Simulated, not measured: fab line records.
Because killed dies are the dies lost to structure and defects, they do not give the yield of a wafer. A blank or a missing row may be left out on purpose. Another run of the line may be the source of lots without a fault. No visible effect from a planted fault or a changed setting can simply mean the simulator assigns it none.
fab line records | flow sky130 | part 2 of 2: steps 31 to 41 of 41
record: lots: 5 | wafers: 15 | lastDay: 50
route steps=708 shown CAPM@550 METAL3@555 VIA3@573
lots that met no fault: from a run of the same line without faults
startH: start of the lot's first displayed wafer, in hours after the record's first day | waitH: how many hours have passed since the lot's step before this one | " as in the row above | L1.1+2: several wafers, shown together as one row | - value missing, or start not given | * or withheld: withheld | < > ~ a bound
route shown NAME@n: NAME is a module with steps in the file, n the number in the route of the first one | usual: mean/standard deviation of fault-free wafers | same: alike in all rows | chamber/n: place in a boat | sites: per-site readings | _std_site: their standard deviation | _edge_site: mean of outer sites minus mean of inner sites | radiusMm: for every site, how far away it sits from the centre of the wafer | mask NAME#n: copy n | behind: tool/chamber where the wafer was last shaped | hold: why the lot was held/for how many hours/how that ended | device: the n, p or np transistor that did not switch | end of line: at the end of the route, the tests of the same wafers | a step given without rows: its recipe and nothing more | killed: not the wafer's yield, but the dies lost to structure and defects at the first sort | map: per-die view of a wafer (x killed, . not killed, _ where there is no die)
set.NAME: the setting as run; set.NAME@STEP: as run at that earlier step | model.NAME: the simulator's own value behind a step, which no gauge read
lots at selected steps of the route; one table per step, one row per wafer
services: from which hour (startH, from the record's first day; less than 0 if before it) a tool's chamber was out of use, for how many hours, and why
== steps ==
step: SKY_VIA3_COAT_07
recipe: resist: KrF-thick | spinRpm: 3000 | resistThkNm: 450
lot.wafer  | tool          | chamber | startH | waitH
L075.2+3+5 | lithoTrack-03 | 0       | -      | -
L079.3+5+6 | lithoTrack-04 | 0       | -      | -
L089.1+2+6 | lithoTrack-03 | 0       | -      | -
L096.2+3+4 | lithoTrack-04 | 0       | -      | -
L097.1+2+6 | lithoTrack-03 | 0       | -      | -
step: SKY_VIA3_SOFTBAKE_08
recipe: tempC: 100 | timeS: 90 | resist: KrF-thick
lot.wafer  | tool          | chamber | startH | waitH
L075.2+3+5 | lithoTrack-03 | 0       | -      | -
L079.3+5+6 | lithoTrack-04 | 0       | -      | -
L089.1+2+6 | lithoTrack-03 | 0       | -      | -
L096.2+3+4 | lithoTrack-04 | 0       | -      | -
L097.1+2+6 | lithoTrack-03 | 0       | -      | -
step: SKY_VIA3_EXPOSE_09
recipe: maskId: VIM3 | na: 0.8 | sourceShape: annular | sigmaInner: 0.55 | sigmaOuter: 0.85 | targetCdNm: 200 | doseMj: 38
same: sigmaOuter: 0.85
lot.wafer  | tool          | chamber | startH | waitH | mask
L075.2+3+5 | krfScanner-02 | 0       | -      | -     | VIM3#0
L079.3+5+6 | krfScanner-01 | 0       | -      | -     | VIM3#0
L089.1+2+6 | krfScanner-02 | 0       | -      | -     | VIM3#0
L096.2+3+4 | krfScanner-01 | 0       | -      | -     | VIM3#0
L097.1+2+6 | krfScanner-02 | 0       | -      | -     | VIM3#0
step: SKY_VIA3_PEB_10
recipe: pebTempC: withheld | pebTimeS: withheld | resist: KrF-thick
lot.wafer  | tool          | chamber | startH | waitH
L075.2+3+5 | lithoTrack-03 | 0       | -      | -
L079.3+5+6 | lithoTrack-02 | 0       | -      | -
L089.1+2+6 | lithoTrack-04 | 0       | -      | -
L096.2+3+4 | lithoTrack-02 | 0       | -      | -
L097.1+2+6 | lithoTrack-02 | 0       | -      | -
step: SKY_VIA3_DEVELOP_11
recipe: developTimeS: 60 | resist: KrF-thick | devTempC: 21
lot.wafer  | tool          | chamber | startH | waitH
L075.2+3+5 | lithoTrack-03 | 0       | -      | -
L079.3+5+6 | lithoTrack-02 | 0       | -      | -
L089.1+2+6 | lithoTrack-04 | 0       | -      | -
L096.2+3+4 | lithoTrack-02 | 0       | -      | -
L097.1+2+6 | lithoTrack-02 | 0       | -      | -
step: SKY_VIA3_CD_MEAS_12
recipe: targetCdNm: 200
usual: cdNm: 200.5/1.7
lot.wafer | tool     | chamber | startH  | waitH | cdNm
L075.2    | cdSem-01 | -       | 937.05  | -     | 199.2
L075.3    | "        | -       | "       | "     | 198.6
L075.5    | "        | -       | "       | "     | 200.0
L079.3    | cdSem-01 | -       | 970.33  | -     | 202.2
L079.5    | "        | -       | "       | "     | 202.3
L079.6    | "        | -       | "       | "     | 202.4
L089.1    | cdSem-02 | -       | 1040.99 | -     | 199.7
L089.2    | "        | -       | "       | "     | 199.4
L089.6    | "        | -       | "       | "     | 198.5
L096.2    | cdSem-02 | -       | 1086.71 | -     | 202.6
L096.3    | "        | -       | "       | "     | 201.6
L096.4    | "        | -       | "       | "     | 201.5
L097.1    | cdSem-02 | -       | 1092.74 | -     | 199.0
L097.2    | "        | -       | "       | "     | 199.0
L097.6    | "        | -       | "       | "     | 200.5
step: SKY_VIA3_OVL_MEAS_13
usual: VIA3_OVL: 3/5.5
lot.wafer | tool       | chamber | startH  | waitH | VIA3_OVL[nm]
L075.2    | overlay-02 | -       | 937.16  | 0.1   | 15
L075.3    | "          | -       | "       | "     | 3
L075.5    | "          | -       | "       | "     | 7
L079.3    | overlay-01 | -       | 970.42  | 0.1   | 10
L079.5    | "          | -       | "       | "     | 9
L079.6    | "          | -       | "       | "     | -1
L089.1    | overlay-02 | -       | 1041.11 | 0.1   | -2
L089.2    | "          | -       | "       | "     | -9
L089.6    | "          | -       | "       | "     | -6
L096.2    | overlay-01 | -       | 1086.82 | 0.1   | 5
L096.3    | "          | -       | "       | "     | 3
L096.4    | "          | -       | "       | "     | 2
L097.1    | overlay-02 | -       | 1092.86 | 0.1   | -7
L097.2    | "          | -       | "       | "     | 4
L097.6    | "          | -       | "       | "     | 6
step: SKY_VIA3_ETCH_14
recipe: chemistry: N2/H2 | target: BARC | ionEnergyEv: 200 | sourceW: 500 | biasW: 100 | pressureMtorr: 30 | n2FlowSccm: 100 | h2FlowSccm: 200 | stopOn: SiO2 | timeS: 45.9 | targetDepthA: 600
usual: drypumpMotorCurrentA: 6.0/0.52 | oesProductAu: 0.855/0.0051 | throttleValvePct: 13.226/0.01
lot.wafer | tool       | chamber | startH  | waitH | drypumpMotorCurrentA | oesProductAu | rfHoursCounterH | throttleValvePct
L075.2    | rieDiel-03 | 2       | 937.19  | 0.0   | 5.7                  | 0.858        | 6               | 13.218
L075.3    | "          | 3       | "       | "     | 6.4                  | 0.852        | 5               | 13.232
L075.5    | "          | 3       | "       | "     | 6.4                  | 0.864        | -               | 13.236
L079.3    | rieDiel-03 | 1       | 970.45  | 0.0   | 6.7                  | 0.859        | 10              | 13.222
L079.5    | "          | 2       | "       | "     | 5.7                  | 0.852        | -               | 13.220
L079.6    | "          | 1       | "       | "     | 6.7                  | 0.850        | -               | 13.229
L089.1    | rieDiel-03 | 1       | 1041.15 | 0.0   | 6.7                  | 0.857        | 12              | 13.237
L089.2    | "          | 2       | "       | "     | 5.7                  | 0.856        | 9               | 13.228
L089.6    | "          | 2       | "       | "     | 5.7                  | 0.863        | -               | 13.219
L096.2    | rieDiel-02 | 3       | 1086.85 | 0.0   | 6.6                  | 0.852        | 14              | 13.226
L096.3    | "          | 0       | "       | "     | 6.2                  | 0.853        | 12              | 13.243
L096.4    | "          | 2       | "       | "     | 5.5                  | 0.856        | 18              | 13.209
L097.1    | rieDiel-03 | 2       | 1092.90 | 0.0   | 5.8                  | 0.851        | 11              | 13.226
L097.2    | "          | 1       | "       | "     | 6.7                  | 0.856        | 14              | 13.218
L097.6    | "          | 0       | "       | "     | 5.7                  | 0.853        | -               | 13.215
step: SKY_VIA3_ETCH_15
recipe: target: SiO2 | chemistry: C4F8/O2/Ar | targetDepthNm: 507 | stopOn: TiN | maskMaterial: KrF-thick | sourceW: 1500 | biasW: 1200 | pressureMtorr: 40 | c4f8FlowSccm: withheld | O2_flow_sccm: 6 | Ar_flow_sccm: 300 | timeS: 78
usual: oesProductAu: 0.945/0.0041
lot.wafer | tool       | chamber | startH  | waitH | oesProductAu | rfHoursCounterH
L075.2    | rieDiel-03 | 2       | 937.23  | 0.0   | 0.947        | 6
L075.3    | "          | 3       | "       | "     | 0.949        | 5
L075.5    | "          | 3       | "       | "     | 0.942        | -
L079.3    | rieDiel-03 | 1       | 970.49  | 0.0   | 0.945        | 10
L079.5    | "          | 2       | "       | "     | 0.946        | -
L079.6    | "          | 1       | "       | "     | 0.945        | -
L089.1    | rieDiel-03 | 1       | 1041.19 | 0.0   | 0.939        | 12
L089.2    | "          | 2       | "       | "     | 0.938        | 9
L089.6    | "          | 2       | "       | "     | 0.941        | -
L096.2    | rieDiel-02 | 3       | 1086.89 | 0.0   | 0.948        | 14
L096.3    | "          | 0       | "       | "     | 0.949        | 12
L096.4    | "          | 2       | "       | "     | 0.945        | 18
L097.1    | rieDiel-03 | 2       | 1092.94 | 0.0   | 0.942        | 11
L097.2    | "          | 1       | "       | "     | 0.949        | 14
L097.6    | "          | 0       | "       | "     | 0.944        | -
step: SKY_VIA3_STRIP_16
recipe: chemistry: O2/N2 | powerW: 1400 | pressureMtorr: 1500 | platenTempC: withheld | o2FlowSccm: 3000 | n2FlowSccm: 300 | overashFraction: 0.5
usual: drypumpMotorCurrentA: 5.97/0.26 | oesProductAu: 0.401/0.0047 | stripTimeToEndpointS: 4.129/0.026
same: overashFraction: 0.5
lot.wafer | tool           | chamber | startH  | waitH | drypumpMotorCurrentA | oesProductAu | rfHoursCounterH | stripTimeToEndpointS
L075.2    | plasmaAsher-03 | 1       | 937.29  | 0.0   | 6.19                 | 0.394        | 79              | 4.155
L075.3    | "              | 1       | "       | "     | 6.19                 | 0.409        | -               | 4.156
L075.5    | "              | 0       | "       | "     | 5.72                 | 0.404        | -               | 4.179
L079.3    | plasmaAsher-03 | 1       | 970.58  | 0.1   | 6.20                 | 0.399        | -               | 4.157
L079.5    | "              | 0       | "       | "     | 5.72                 | 0.401        | -               | 4.129
L079.6    | "              | 1       | "       | "     | 6.17                 | 0.401        | -               | 4.141
L089.1    | plasmaAsher-03 | 1       | 1041.25 | 0.0   | 6.18                 | 0.403        | 90              | 4.131
L089.2    | "              | 0       | "       | "     | 5.69                 | 0.401        | 90              | 4.147
L089.6    | "              | 1       | "       | "     | 6.22                 | 0.405        | -               | 4.150
L096.2    | plasmaAsher-03 | 0       | 1086.95 | 0.0   | 5.70                 | 0.394        | 95              | 4.118
L096.3    | "              | 1       | "       | "     | 6.18                 | 0.408        | -               | 4.153
L096.4    | "              | 0       | "       | "     | 5.70                 | 0.407        | -               | 4.127
L097.1    | plasmaAsher-03 | 1       | 1093.00 | 0.0   | 6.17                 | 0.400        | 95              | 4.121
L097.2    | "              | 0       | "       | "     | 5.70                 | 0.397        | 95              | 4.134
L097.6    | "              | 0       | "       | "     | 5.70                 | 0.409        | -               | 4.140
step: SKY_VIA3_STRIP_17
recipe: chemistry: postEtchResidueRemover | timeS: 1200 | tempC: 72.5
lot.wafer  | tool        | chamber | startH  | waitH
L075.2+3+5 | wetBench-02 | 3       | 937.39  | 0.1
L079.3+5+6 | wetBench-03 | 2       | 970.65  | 0.0
L089.1+2+6 | wetBench-04 | 1       | 1041.35 | 0.1
L096.2+3+4 | wetBench-04 | 3       | 1087.05 | 0.1
L097.1+2+6 | wetBench-02 | 3       | 1093.10 | 0.1
== services ==
tool           | chamber | startH  | hours | kind
krfScanner-01  | -       | 863.55  | 1.0   | pm
rieDiel-02     | 0       | 867.02  | 15.2  | repair
hdpcvd-01      | -       | 868.10  | 0.6   | repair
krfScanner-02  | -       | 868.41  | 1.3   | pm
krfScanner-02  | -       | 873.91  | 1.0   | pm
rieDiel-03     | 2       | 883.02  | 6.7   | repair
krfScanner-01  | -       | 910.35  | 0.7   | repair
krfScanner-01  | -       | 921.94  | 1.3   | pm
krfScanner-02  | -       | 946.29  | 0.8   | pm
hdpcvd-01      | -       | 950.25  | 15.0  | pm
rieMetal-04    | -       | 951.85  | 13.3  | repair
plasmaAsher-03 | -       | 960.26  | 0.6   | repair
krfScanner-01  | -       | 967.78  | 2.7   | repair
plasmaAsher-03 | -       | 988.68  | 2.8   | pm
krfScanner-01  | -       | 988.81  | 0.8   | pm
wetBench-01    | -       | 996.56  | 9.1   | repair
krfScanner-02  | -       | 1005.09 | 0.4   | repair
rieDiel-02     | 0       | 1007.09 | 5.9   | repair
krfScanner-02  | -       | 1035.27 | 3.6   | pm
krfScanner-02  | -       | 1042.91 | 1.0   | pm
krfScanner-02  | -       | 1044.31 | 1.3   | pm
wetBench-01    | -       | 1053.16 | 1.5   | repair
plasmaAsher-02 | -       | 1055.29 | 9.0   | pm
rieDiel-03     | -       | 1073.37 | 2.8   | pm
